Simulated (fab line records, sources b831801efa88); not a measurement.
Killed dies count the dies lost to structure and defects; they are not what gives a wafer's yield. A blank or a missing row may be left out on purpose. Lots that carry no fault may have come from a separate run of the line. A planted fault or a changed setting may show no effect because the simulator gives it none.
What tool caused it? / flow sky130 / 14 lots with 42 wafers sampled at 2 steps, on a route of 708 steps

== WHAT THE GAUGES READ, wafer by wafer ==
SKY_GATE_OXIDE_THK_MEAS_02.
lot=L913; measured=day 12 13:47; on=filmMetro-01; GATE_OXIDE_OXIDATION_00_THK (nm)=10.49 10.17 10.40
lot=L914; measured=day 12 21:50; on=filmMetro-01; GATE_OXIDE_OXIDATION_00_THK (nm)=10.34 10.38 10.34
lot=L915; measured=day 13 10:03; on=filmMetro-01; GATE_OXIDE_OXIDATION_00_THK (nm)=10.24 10.07 10.12
lot=L917; measured=day 13 19:11; on=filmMetro-01; GATE_OXIDE_OXIDATION_00_THK (nm)=10.54 10.61 10.52
lot=L918; measured=day 14 05:25; on=filmMetro-02; GATE_OXIDE_OXIDATION_00_THK (nm)=10.11 10.35 10.30
lot=L919; measured=day 14 23:11; on=filmMetro-01; GATE_OXIDE_OXIDATION_00_THK (nm)=10.23 10.36 10.39
lot=L920; measured=day 14 23:11; on=filmMetro-03; GATE_OXIDE_OXIDATION_00_THK (nm)=10.48 10.48 10.42
lot=L921; measured=day 15 11:35; on=filmMetro-02; GATE_OXIDE_OXIDATION_00_THK (nm)=9.86 10.19 10.12
lot=L922; measured=day 15 19:50; on=filmMetro-03; GATE_OXIDE_OXIDATION_00_THK (nm)=10.14 10.17 10.23
lot=L926; measured=day 17 00:24; on=filmMetro-03; GATE_OXIDE_OXIDATION_00_THK (nm)=10.43 10.12 10.37
lot=L928; measured=day 17 14:22; on=filmMetro-03; GATE_OXIDE_OXIDATION_00_THK (nm)=10.21 10.19 10.15
lot=L932; measured=day 19 07:37; on=filmMetro-03; GATE_OXIDE_OXIDATION_00_THK (nm)=11.37 11.31 11.53
lot=L934; measured=day 20 03:56; on=filmMetro-01; GATE_OXIDE_OXIDATION_00_THK (nm)=11.23 11.34 11.40
lot=L936; measured=day 21 12:19; on=filmMetro-01; GATE_OXIDE_OXIDATION_00_THK (nm)=10.25 10.03 10.00

== TOOL THAT RAN EACH LOT (tool first, then ch and the chambers of the sampled wafers, then the start) ==
lot=L913; SKY_GATE_OXIDE_OXIDATION_01=furnace-02 ch 0, day 12 12:23
lot=L914; SKY_GATE_OXIDE_OXIDATION_01=furnace-02 ch 0, day 12 20:26
lot=L915; SKY_GATE_OXIDE_OXIDATION_01=furnace-01 ch 0, day 13 08:38
lot=L917; SKY_GATE_OXIDE_OXIDATION_01=furnace-02 ch 0, day 13 17:46
lot=L918; SKY_GATE_OXIDE_OXIDATION_01=furnace-02 ch 0, day 14 03:59
lot=L919; SKY_GATE_OXIDE_OXIDATION_01=furnace-02 ch 0, day 14 21:46
lot=L920; SKY_GATE_OXIDE_OXIDATION_01=furnace-02 ch 0, day 14 21:46
lot=L921; SKY_GATE_OXIDE_OXIDATION_01=furnace-02 ch 0, day 15 10:10
lot=L922; SKY_GATE_OXIDE_OXIDATION_01=furnace-01 ch 0, day 15 18:25
lot=L926; SKY_GATE_OXIDE_OXIDATION_01=furnace-02 ch 0, day 16 22:59
lot=L928; SKY_GATE_OXIDE_OXIDATION_01=furnace-02 ch 0, day 17 12:57
lot=L932; SKY_GATE_OXIDE_OXIDATION_01=furnace-02 ch 0, day 19 06:13
lot=L934; SKY_GATE_OXIDE_OXIDATION_01=furnace-02 ch 0, day 20 02:32
lot=L936; SKY_GATE_OXIDE_OXIDATION_01=furnace-01 ch 0, day 21 10:55
- SKY_GATE_OXIDE_OXIDATION_01: stabilise 600 s, purge 300 s, target thk 10.268 nm.

== WHAT THE TOOLS THEMSELVES READ (means of the sampled wafers that have a number; where no wafer has one, the mark that the record gives instead) ==
SKY_GATE_OXIDE_OXIDATION_01.
lot=L913; tool=furnace-02; spikeTcBottomC (C)=921.8; spikeTcCentreC (C)=898.1; spikeTcLowerC (C)=902.2; spikeTcUpperC (C)=901.3; tubeCenterTempC (C)=900; tube_center_temp_C_max=902.1
lot=L914; tool=furnace-02; spikeTcBottomC (C)=922.5; spikeTcCentreC (C)=898.3; spikeTcLowerC (C)=900.9; spikeTcUpperC (C)=901.8; tubeCenterTempC (C)=900; tube_center_temp_C_max=902.4
lot=L915; tool=furnace-01; spikeTcBottomC (C)=918.3; spikeTcCentreC (C)=900.1; spikeTcLowerC (C)=899.2; spikeTcUpperC (C)=901.8; tubeCenterTempC (C)=900; tube_center_temp_C_max=902.0
lot=L917; tool=furnace-02; spikeTcBottomC (C)=922.7; spikeTcCentreC (C)=900.2; spikeTcLowerC (C)=901.0; spikeTcUpperC (C)=901.6; tubeCenterTempC (C)=900; tube_center_temp_C_max=902.2
lot=L918; tool=furnace-02; spikeTcBottomC (C)=922.5; spikeTcCentreC (C)=898.6; spikeTcLowerC (C)=900.9; spikeTcUpperC (C)=900.9; tubeCenterTempC (C)=900; tube_center_temp_C_max=902.6
lot=L919; tool=furnace-02; spikeTcBottomC (C)=921.8; spikeTcCentreC (C)=899.5; spikeTcLowerC (C)=901.5; spikeTcUpperC (C)=901.7; tubeCenterTempC (C)=900; tube_center_temp_C_max=902.1
lot=L920; tool=furnace-02; spikeTcBottomC (C)=921.4; spikeTcCentreC (C)=898.3; spikeTcLowerC (C)=901.6; spikeTcUpperC (C)=901.5; tubeCenterTempC (C)=900; tube_center_temp_C_max=902.3
lot=L921; tool=furnace-02; spikeTcBottomC (C)=921.3; spikeTcCentreC (C)=897.0; spikeTcLowerC (C)=899.7; spikeTcUpperC (C)=901.6; tubeCenterTempC (C)=900; tube_center_temp_C_max=902.4
lot=L922; tool=furnace-01; spikeTcBottomC (C)=917.8; spikeTcCentreC (C)=898.8; spikeTcLowerC (C)=899.3; spikeTcUpperC (C)=901.6; tubeCenterTempC (C)=900; tube_center_temp_C_max=902.3
lot=L926; tool=furnace-02; spikeTcBottomC (C)=921.5; spikeTcCentreC (C)=898.7; spikeTcLowerC (C)=900.9; spikeTcUpperC (C)=901.5; tubeCenterTempC (C)=900; tube_center_temp_C_max=902.4
lot=L928; tool=furnace-02; spikeTcBottomC (C)=922.4; spikeTcCentreC (C)=898.4; spikeTcLowerC (C)=901.5; spikeTcUpperC (C)=902.5; tubeCenterTempC (C)=900; tube_center_temp_C_max=901.9
lot=L932; tool=furnace-02; spikeTcBottomC (C)=929.8; spikeTcCentreC (C)=907.0; spikeTcLowerC (C)=909.3; spikeTcUpperC (C)=909.9; tubeCenterTempC (C)=908; tube_center_temp_C_max=910.4
lot=L934; tool=furnace-02; spikeTcBottomC (C)=930.4; spikeTcCentreC (C)=907.3; spikeTcLowerC (C)=908.5; spikeTcUpperC (C)=910.0; tubeCenterTempC (C)=908; tube_center_temp_C_max=910.6
lot=L936; tool=furnace-01; spikeTcBottomC (C)=917.5; spikeTcCentreC (C)=901.3; spikeTcLowerC (C)=898.8; spikeTcUpperC (C)=899.8; tubeCenterTempC (C)=900; tube_center_temp_C_max=902.2

== THE ANSWER, worked out from the rows above alone ==
Rule: what is usual is taken from the lots themselves. The widest of any qualifying gaps counts: lots, ordered by their means at a reading, are off when they make up no more than a third of the lots, leave a main group of 4 or more, and stand apart from it by 3 or more times the standard deviation of that group's means. A main group whose means are all the same, to the digits that the tables above print for the reading, isn't used. Also off: a lot with no number at a reading for which 4 or more lots have one. All remaining lots with rows at the step are treated as sound. Order of review: gauges by route order, followed by the tools' own readings, for which a lot's mean as printed above is used. At the first step where some lot is off, the reading lying furthest off is the one used; lots without a number count as furthest.
Off: L932, L934, at SKY_GATE_OXIDE_THK_MEAS_02 (GATE_OXIDE_OXIDATION_00_THK). For the main group the mean is 10.27 nm and the standard deviation 0.14.
A tool fits if, at a process step before that reading, it ran every lot that is off, and no sound lot after the first of them. The gauges at SKY_GATE_OXIDE_THK_MEAS_02 aren't tried: what is off there is off at SKY_GATE_OXIDE_OXIDATION_01 too, on other tools, and a gauge's error can't cause that. One fits: furnace-02 at SKY_GATE_OXIDE_OXIDATION_01. Its last sound lot is L928 (day 17 12:57), its first lot that is off L932 (day 19 06:13): a fault that began between those two fits.
The tool's own readings at SKY_GATE_OXIDE_OXIDATION_01 bear it out: on the lots that are off they differ by more than 5 times the standard deviation of the sound lots' means. spikeTcCentreC reads 907.1 C there against 898.9 C on the sound lots; spikeTcLowerC reads 908.9 C there against 900.6 C on the sound lots; spikeTcUpperC reads 910.0 C there against 901.5 C on the sound lots; tubeCenterTempC reads 908 C there against 900 C on the sound lots; tube_center_temp_C_max reads 910.5 there against 902.2 on the sound lots.

== WHAT THE SIMULATOR HAD PUT IN ==
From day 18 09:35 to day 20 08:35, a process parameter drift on furnace-02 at SKY_GATE_OXIDE_OXIDATION_01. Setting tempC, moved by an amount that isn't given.
Lots struck among those shown: L932, L934. This agrees with what the rule above found.
